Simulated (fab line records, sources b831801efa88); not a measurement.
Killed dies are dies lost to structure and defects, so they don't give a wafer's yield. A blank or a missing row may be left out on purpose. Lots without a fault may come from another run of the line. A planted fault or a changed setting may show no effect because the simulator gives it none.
fab line records | flow sky130
record lots=6 wafers=16 last_day=50
route steps=708 shown LI_CONTACT@371 LOCAL_INTERCONNECT@387
lots that met no fault: from a run of the same line without faults
start_h: hours from the record's first day to the start of the lot's first wafer shown | wait_h: hours since the lot's step before | " the same as in the row above | L1.1+2: a row that stands for several wafers | - no value, or no start given | * or withheld: withheld | < > ~ a bound
route shown NAME@n: a module of which the file shows steps, and the number in the route of the first | usual: mean/standard deviation of fault-free wafers | same: alike in all rows | chamber/n: place in a boat | sites: the reading at each site | _std_site: their standard deviation | _edge_site: outer sites' mean less inner sites' | radius_mm: how far each site lies from the wafer's centre | mask NAME#n: copy n | behind: the tool/chamber that last shaped the wafer | hold: why the lot was held/for how many hours/how that ended | device: the transistor (n, p or np) that didn't switch | end of line: the same wafers' tests at the end of the route | a step without rows: its recipe alone | killed: dies lost to structure and defects at the first sort, not the wafer's yield | map: a wafer's dies, x killed, . not, _ none there
set.NAME: the setting as run; set.NAME@STEP: as run at that earlier step | model.NAME: the simulator's own value behind a step, which no gauge read
lots at some steps of the route; a table a step, a row a wafer
services: from which hour (start_h, from the record's first day; less than 0 if before it) a tool's chamber was out of use, for how many hours, and why
## steps
# step SKY_LI_CONTACT_EXPOSE_09
# recipe mask_id=LICM1 na=0.8 source_shape=annular sigma_inner=0.55 sigma_outer=0.85 target_cd_nm=170 dose_mj=38
# step SKY_LI_CONTACT_PEB_10
# recipe peb_temp_c=withheld peb_time_s=withheld resist=KrF-thick
# step SKY_LI_CONTACT_DEVELOP_11
# recipe develop_time_s=60 resist=KrF-thick dev_temp_c=21
# step SKY_LI_CONTACT_CD_MEAS_12
# recipe target_cd_nm=170
# usual cd_nm=170.0/1.6
# columns lot.wafer tool chamber start_h wait_h cd_nm
L488.1 cd_sem-01 - 726.75 - 170.1
L488.4 " - " " 170.7
L488.6 " - " " 170.8
L490.1 cd_sem-01 - 733.95 - 172.4
L490.4 " - " " 170.9
L490.6 " - " " 171.0
L495.3 cd_sem-02 - 773.99 - 171.9
L495.4 " - " " 170.2
L495.6 " - " " 170.2
L498.2 cd_sem-02 - 828.67 - 170.3
L498.5 " - " " 169.0
L501.2 cd_sem-02 - 831.42 - 170.7
L501.4 " - " " 170.4
L504.1 cd_sem-01 - 849.93 - 169.6
L504.3 " - " " 168.3
L504.6 " - " " 168.1
# step SKY_LI_CONTACT_OVL_MEAS_13
# usual LI_CONTACT_OVL=1/4.8
# columns lot.wafer tool chamber start_h wait_h LI_CONTACT_OVL[nm]
L488.1 overlay-02 - 726.87 0.1 -7
L488.4 " - " " -2
L488.6 " - " " 2
L490.1 overlay-02 - 734.07 0.1 10
L490.4 " - " " 5
L490.6 " - " " -2
L495.3 overlay-01 - 774.08 0.1 1
L495.4 " - " " 4
L495.6 " - " " 3
L498.2 overlay-01 - 828.78 0.1 -4
L498.5 " - " " -5
L501.2 overlay-01 - 831.53 0.1 2
L501.4 " - " " -2
L504.1 overlay-02 - 850.05 0.1 -4
L504.3 " - " " -11
L504.6 " - " " 2
# step SKY_LI_CONTACT_ETCH_14
# recipe chemistry=N2/H2 target=BARC ion_energy_ev=200 source_w=500 bias_w=100 pressure_mtorr=30 n2_flow_sccm=100 h2_flow_sccm=200 stop_on=SiO2 time_s=45.9 target_depth_a=600
# usual drypump_motor_current_A=5.7/0.45 oes_product_au=0.855/0.0045 throttle_valve_pct=13.226/0.0091
# columns lot.wafer tool chamber start_h wait_h drypump_motor_current_A oes_product_au rf_hours_counter_h throttle_valve_pct
L488.1 rie_diel-02 3 726.91 0.0 5.1 0.860 20 13.228
L488.4 " 2 " " 5.9 0.853 19 13.213
L488.6 " 0 " " 6.0 0.858 - 13.217
L490.1 rie_diel-02 3 734.11 0.0 5.1 0.854 20 13.228
L490.4 " 0 " " 5.9 0.853 19 13.225
L490.6 " 2 " " 5.9 0.864 - 13.216
L495.3 rie_diel-02 0 774.11 0.0 5.9 0.865 20 13.230
L495.4 " 3 " " 5.1 0.855 21 13.230
L495.6 " 3 " " 5.1 0.846 - 13.227
L498.2 rie_diel-01 3 828.81 0.0 5.6 0.861 8 13.226
L498.5 " 2 " " 6.6 0.858 - 13.222
L501.2 rie_diel-04 2 831.56 0.0 5.6 0.853 11 13.237
L501.4 " 1 " " 5.7 0.857 10 13.225
L504.1 rie_diel-04 3 850.09 0.0 5.2 0.852 12 13.222
L504.3 " 1 " " 5.8 0.857 11 13.216
L504.6 " 0 " " 5.0 0.864 - 13.241
# step SKY_LI_CONTACT_ETCH_15
# recipe target=PSG chemistry=C4F8/O2/Ar stop_on=Si taper_deg=4.15 mask_material=KrF-thick source_w=1500 bias_w=1200 pressure_mtorr=40 c4f8_flow_sccm=withheld O2_flow_sccm=6 Ar_flow_sccm=300 time_s=withheld target_depth_a=6000
# step SKY_LI_CONTACT_STRIP_16
# recipe chemistry=O2/N2 power_w=1400 pressure_mtorr=1500 platen_temp_c=withheld o2_flow_sccm=3000 n2_flow_sccm=300 overash_fraction=0.5
# usual drypump_motor_current_A=5.48/0.13 oes_product_au=0.374/0.0048 strip_time_to_endpoint_s=3.48/0.034
# columns lot.wafer tool chamber start_h wait_h drypump_motor_current_A oes_product_au rf_hours_counter_h strip_time_to_endpoint_s
L488.1 plasma_asher-02 1 727.04 - 5.56 0.368 59 3.43
L488.4 " 0 " " 5.44 0.376 - 3.45
L488.6 " 0 " " 5.46 0.373 - 3.47
L490.1 plasma_asher-02 1 734.23 - 5.47 0.375 60 3.53
L490.4 " 0 " " 5.47 0.374 - 3.50
L490.6 " 1 " " 5.49 0.364 - 3.51
L495.3 plasma_asher-04 1 774.27 - 5.40 0.379 - 3.46
L495.4 " 0 " " 5.70 0.381 - 3.45
L495.6 " 0 " " 5.71 0.367 - 3.45
L498.2 plasma_asher-01 1 828.95 - 5.24 0.374 41 3.49
L498.5 " 1 " " 5.19 0.374 - 3.50
L501.2 plasma_asher-02 1 831.69 - 5.55 0.371 68 3.46
L501.4 " 1 " " 5.54 0.370 - 3.46
L504.1 plasma_asher-01 0 850.22 - 5.49 0.373 44 3.41
L504.3 " 1 " " 5.26 0.383 - 3.50
L504.6 " 0 " " 5.48 0.376 - 3.49
# step SKY_LI_CONTACT_CLEAN_17
# recipe chemistry=NMP time_s=600 temp_c=60 dry=n2_spin
# step SKY_LI_CONTACT_PRE_CLEAN_18
# recipe gas=Ar time_s=5.6 bias_v=358
# step SKY_LI_CONTACT_SPUTTER_19
# recipe material=Ti target_thk_nm=20 chamber_pressure_pa=5 power_w=2500 substrate_temp_c=200 time_s=106.37
# usual throttle_valve_pct=30.1/0.48
# columns lot.wafer tool chamber start_h wait_h throttle_valve_pct
L488.1 pvd_sputter-01 - 727.33 0.0 30.3
L488.4 " - " " 31.3
L488.6 " - " " 29.7
L490.1 pvd_sputter-02 - 734.54 0.0 30.5
L490.4 " - " " 30.4
L490.6 " - " " 30.2
L495.3 pvd_sputter-02 - 774.54 0.0 30.5
L495.4 " - " " 30.1
L495.6 " - " " 30.1
L498.2 pvd_sputter-02 - 829.24 0.0 30.4
L498.5 " - " " 30.4
L501.2 pvd_sputter-01 - 831.98 0.0 29.7
L501.4 " - " " 30.0
L504.1 pvd_sputter-02 - 850.53 0.0 30.6
L504.3 " - " " 30.1
L504.6 " - " " 30.0
# step SKY_LI_CONTACT_SPUTTER_20
# recipe material=TiN target_thk_nm=20 chamber_pressure_pa=5 power_w=4000 time_s=80
# usual throttle_valve_pct=30.2/0.49
# columns lot.wafer tool chamber start_h wait_h throttle_valve_pct
L488.1 pvd_sputter-01 - 727.41 0.0 30.5
L488.4 " - " " 31.2
L488.6 " - " " 29.5
L490.1 pvd_sputter-02 - 734.62 0.0 30.7
L490.4 " - " " 30.1
L490.6 " - " " 30.4
L495.3 pvd_sputter-02 - 774.62 0.0 30.5
L495.4 " - " " 30.0
L495.6 " - " " 30.3
L498.2 pvd_sputter-02 - 829.32 0.0 30.5
L498.5 " - " " 30.4
L501.2 pvd_sputter-01 - 832.06 0.0 30.0
L501.4 " - " " 29.9
L504.1 pvd_sputter-02 - 850.60 0.0 30.3
L504.3 " - " " 30.1
L504.6 " - " " 30.0
# step SKY_LI_CONTACT_CVD_21
# recipe material=W target_thk_nm=400 time_s=120.56 temp_c=400 pressure_torr=40
# usual heater_power_outer_w=549/27 heater_power_w=926/70
# columns lot.wafer tool chamber start_h wait_h heater_power_outer_w heater_power_w model.W_of_LI_CONTACT_CVD_21.thk_nm
L488.1 cvd_w-01 1 727.47 0.0 540 885 400.6
L488.4 " 0 " " 554 899 400.4
L488.6 " 1 " " 507 900 393.5
L490.1 cvd_w-02 0 734.68 0.0 582 1069 395.1
L490.4 " 0 " " 593 1061 399.4
L490.6 " 1 " " 561 866 392.5
L495.3 cvd_w-02 1 774.72 0.1 558 863 398.2
L495.4 " 0 " " 571 1081 402.5
L495.6 " 0 " " 574 1079 397.1
L498.2 cvd_w-01 0 829.38 0.0 559 907 401
L498.5 " 0 " " 569 895 519.5
L501.2 cvd_w-01 1 832.12 0.0 512 899 401.2
L501.4 " 0 " " 569 903 528
L504.1 cvd_w-02 0 850.66 0.0 591 1074 406.3
L504.3 " 0 " " 579 1085 406.1
L504.6 " 1 " " 557 898 398.4
# step SKY_LI_CONTACT_RS_MEAS_22
# recipe thk_meas_gauge=four-point-probe reads=W_of_LI_CONTACT_CVD_21+TiN_of_LI_CONTACT_SPUTTER_20+Ti_of_LI_CONTACT_SPUTTER_19
# usual LI_CONTACT_W_RS=0.285/0.0032
# columns lot.wafer tool chamber start_h wait_h LI_CONTACT_W_RS[ohm/sq]
L488.1 film_metro-03 - 727.59 0.1 0.285
L488.4 " - " " 0.284
L488.6 " - " " 0.290
L490.1 film_metro-01 - 734.81 0.1 0.289
L490.4 " - " " 0.285
L490.6 " - " " 0.290
L495.3 film_metro-02 - 774.85 0.1 0.286
L495.4 " - " " 0.284
L495.6 " - " " 0.288
L498.2 film_metro-01 - 829.52 0.1 0.284
L498.5 " - " " 0.219
L501.2 film_metro-02 - 832.27 0.1 0.284
L501.4 " - " " 0.216
L504.1 film_metro-02 - 850.79 0.1 0.281
L504.3 " - " " 0.281
L504.6 " - " " 0.287
# step SKY_LI_CONTACT_THK_MEAS_23
# recipe thk_meas_gauge=xrf reads=W_of_LI_CONTACT_CVD_21
# usual LI_CONTACT_W_THK=384/5.3
# columns lot.wafer tool chamber start_h wait_h LI_CONTACT_W_THK[nm]
L488.1 film_metro-03 - 727.71 0.1 380
L488.4 " - " " 382
L488.6 " - " " 375
L490.1 film_metro-01 - 734.93 0.1 378
L490.4 " - " " 383
L490.6 " - " " 376
L495.3 film_metro-02 - 774.95 0.1 387
L495.4 " - " " 387
L495.6 " - " " 381
L498.2 film_metro-01 - 829.63 0.1 384
L498.5 " - " " 493
L501.2 film_metro-02 - 832.38 0.1 389
L501.4 " - " " 509
L504.1 film_metro-02 - 850.91 0.1 390
L504.3 " - " " 391
L504.6 " - " " 382
# step SKY_LI_CONTACT_CMP_24
# recipe stop_on=PSG t_overpolish_s=20 down_force_psi=3.5 platen_rpm=60 target_thk_nm=0 pad_velocity_m_s=0.94248
# usual motor_current_A=11.0/1.3 time_to_endpoint_s=99/6.7
# columns lot.wafer tool chamber start_h wait_h motor_current_A time_to_endpoint_s
L488.4 cmp-01 3 727.82 0.1 14.6 105
L488.1 " 0 " " 11.0 96
L488.6 " 2 " " 9.6 95
L490.4 cmp-01 2 734.99 0.0 9.7 102
L490.1 " 3 " " 14.1 106
L490.6 " 2 " " 9.7 101
L495.3 cmp-02 3 774.99 0.0 10.6 100
L495.4 " 2 " " 10.5 94
L495.6 " 0 " " 10.1 103
L498.2 cmp-01 3 829.83 0.2 14.1 106
L498.5 " 1 " " 11.4 126
L501.2 cmp-02 0 832.43 0.0 10.3 104
L501.4 " 1 " " 9.7 117
L504.3 cmp-02 0 851.15 0.2 10.4 102
L504.1 " 3 " " 10.6 100
L504.6 " 0 " " 10.1 101
# step SKY_LOCAL_INTERCONNECT_SPUTTER_00
# recipe material=TiN target_thk_nm=100 temp_c=300 power_w=6500 time_s=83.3 chamber_pressure_pa=0.4
# usual throttle_valve_pct=30.1/0.62
# columns lot.wafer tool chamber start_h wait_h throttle_valve_pct
L488.1 pvd_sputter-04 - 728.07 0.1 31.1
L488.4 " - " " 29.8
L488.6 " - " " 31.1
L490.1 pvd_sputter-04 - 735.29 0.2 28.9
L490.4 " - " " 29.5
L490.6 " - " " 29.2
L495.3 pvd_sputter-03 - 775.31 0.3 29.8
L495.4 " - " " 30.8
L495.6 " - " " 30.4
L498.2 pvd_sputter-03 - 829.98 0.1 29.9
L498.5 " - " " 30.7
L501.2 pvd_sputter-03 - 832.73 0.2 30.5
L501.4 " - " " 30.2
L504.1 pvd_sputter-01 - 851.45 0.1 29.7
L504.3 " - " " 30.2
L504.6 " - " " 30.4
## services
# columns tool chamber start_h hours kind
cmp-02 - 716.23 5.5 pm
rie_diel-01 - 718.52 15.6 pm
pvd_sputter-01 - 720.75 5.1 repair
cmp-02 - 724.55 3.8 repair
cmp-02 - 732.22 4.3 pm
plasma_asher-04 - 733.75 9.0 pm
rie_diel-04 - 738.99 0.9 repair
rie_diel-01 - 739.92 0.7 repair
cmp-01 - 742.22 3.3 repair
rie_diel-01 3 744.99 7.1 repair
cmp-01 - 745.54 4.0 pm
plasma_asher-04 - 755.20 0.5 repair
rie_diel-02 - 774.47 4.3 pm
rie_diel-02 - 780.49 1.0 repair
plasma_asher-02 - 783.97 15.6 pm
cmp-01 - 793.44 4.8 pm
cvd_w-01 1 801.00 8.2 repair
rie_diel-02 3 814.48 7.2 repair
cmp-01 - 818.53 6.7 repair
rie_diel-04 2 821.85 2.5 repair
plasma_asher-04 - 823.87 14.6 pm
plasma_asher-02 - 827.59 2.8 pm
pvd_sputter-02 - 842.70 1.3 repair
cvd_w-01 - 844.09 6.0 pm
## key
first_sign step=SKY_LI_CONTACT_RS_MEAS_22 reading=LI_CONTACT_W_RS direction=down sigmas=21 usual=0.285 struck=0.218
effect step=SKY_LI_CONTACT_THK_MEAS_23 reading=LI_CONTACT_W_THK direction=up sigmas=22 usual=384 struck=501
effect step=SKY_LI_CONTACT_CMP_24 reading=time_to_endpoint_s direction=up sigmas=3.4 usual=* struck=*
model_effect step=SKY_LI_CONTACT_CVD_21 value=W_of_LI_CONTACT_CVD_21.thk_nm without=400.4 struck=523.7
met_at SKY_LI_CONTACT_CVD_21
struck_wafers L498.5,L501.4
tester_left_out L498,L501
onset_between 727.47 829.38
fault kind=process_parameter_drift tool=cvd_w-01 chamber=- onset_h=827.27 steps=SKY_LI_CONTACT_CVD_21 channel=target_thk_nm offset=123.37 shape=step end_h=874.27 scope=struck_wafers_only acts_in=these_recipes_only stated=400
# tester_left_out: of these lots the tester's yield and bins aren't shown, on N5 and GAA mostly nor the transistor test; their killed dies are dies lost to structure and defects alone, not to doping, threshold or leakage, so they don't give the yield
